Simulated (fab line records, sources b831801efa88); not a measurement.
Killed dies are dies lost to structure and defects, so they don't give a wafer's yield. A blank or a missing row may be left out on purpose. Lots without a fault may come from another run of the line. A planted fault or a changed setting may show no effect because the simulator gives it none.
One fault seen from 2 desks    flow gf180mcu    every desk sees just its own numbers, and what lay behind them comes last

THE TOOL OWNER'S DESK: implanter-03
The tool's own readings at GF_NWELL_IMPLANT_08, given as means over the sampled wafers that have a number, one for each lot that went through this tool. A lot is out of limits, marked OUT, if its mean lies more than 4 standard deviations from the usual mean; the brackets give that distance.
Columns: A = beam energy keV at GF_NWELL_IMPLANT_08, usual 449.97; B = beam on s at GF_NWELL_IMPLANT_08, usual 10.01 s
lot   first seen here  A                         B
L468  day 3 06:58      449.99                    10.07
L471  day 3 23:25      450.09                    9.81
L474  day 4 15:31      449.83                    10.34
L477  day 5 09:35      398.93 (-99 or more) OUT  9.94
L478  day 5 14:58      399.07 (-99 or more) OUT  9.94
L479  day 5 18:50      399.04 (-99 or more) OUT  10.05
This desk's finding: out of limits on L477, L478, L479; first on L477, day 5 09:35 (beam energy keV at GF_NWELL_IMPLANT_08). In limits: L468, L471, L474.

AT THE METROLOGY DESK
What the gauges read, lot by lot, whatever tool the lot ran on: means of the sampled wafers that have a number. A lot is out of limits, marked OUT, if its mean lies more than 4 standard deviations from the usual mean; the brackets give that distance.
Columns: A = INCOMING_BOW at GF_STI_BOW_MEAS_00, usual 1 um; B = NWELL_RS at GF_VT_IMPLANT_RS_MEAS_47, usual 488.2 ohm/sq
lot   first seen here  A   B
L468  day 1 10:00      -2  487.7
L469  day 1 15:02      3   485.7
L471  day 2 01:00      -3  488.0
L472  day 2 06:00      4   487.1
L473  day 2 11:00      4   487.2
L474  day 2 16:02      -3  487.8
L476  day 3 02:00      -2  487.3
L477  day 3 07:02      2   499.6 (+8.2) OUT
L478  day 3 12:00      4   499.6 (+8.2) OUT
L479  day 3 17:01      -2  501.3 (+9.4) OUT
L488  day 5 14:01      2   487.8
L489  day 5 19:00      2   489.0
L490  day 6 00:02      -4  489.2
Per this desk, out of limits: L477, L478, L479; the first was L477, day 10 03:22 (NWELL_RS at GF_VT_IMPLANT_RS_MEAS_47). In limits: L468, L469, L471, L472, L473, L474, L476, L488, L489, L490.

PUT TOGETHER
On L477, L478, L479, at day 5 09:35, an alarm was possible from the tool owner's desk.
At day 10 03:22 the metrology desk could have sounded an alarm, on L477, L478, L479.
All the named lots went through GF_NWELL_IMPLANT_08 on implanter-03.

WHAT HAD BEEN PUT IN BY THE SIMULATOR
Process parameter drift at GF_NWELL_IMPLANT_08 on implanter-03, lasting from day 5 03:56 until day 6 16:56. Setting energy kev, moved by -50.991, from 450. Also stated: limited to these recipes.
Struck lots among those shown: L477, L478, L479.
Delay (hours) between the fault's onset and each desk's first out-of-limits reading: 6 at the tool owner's desk, 119 at the metrology desk.
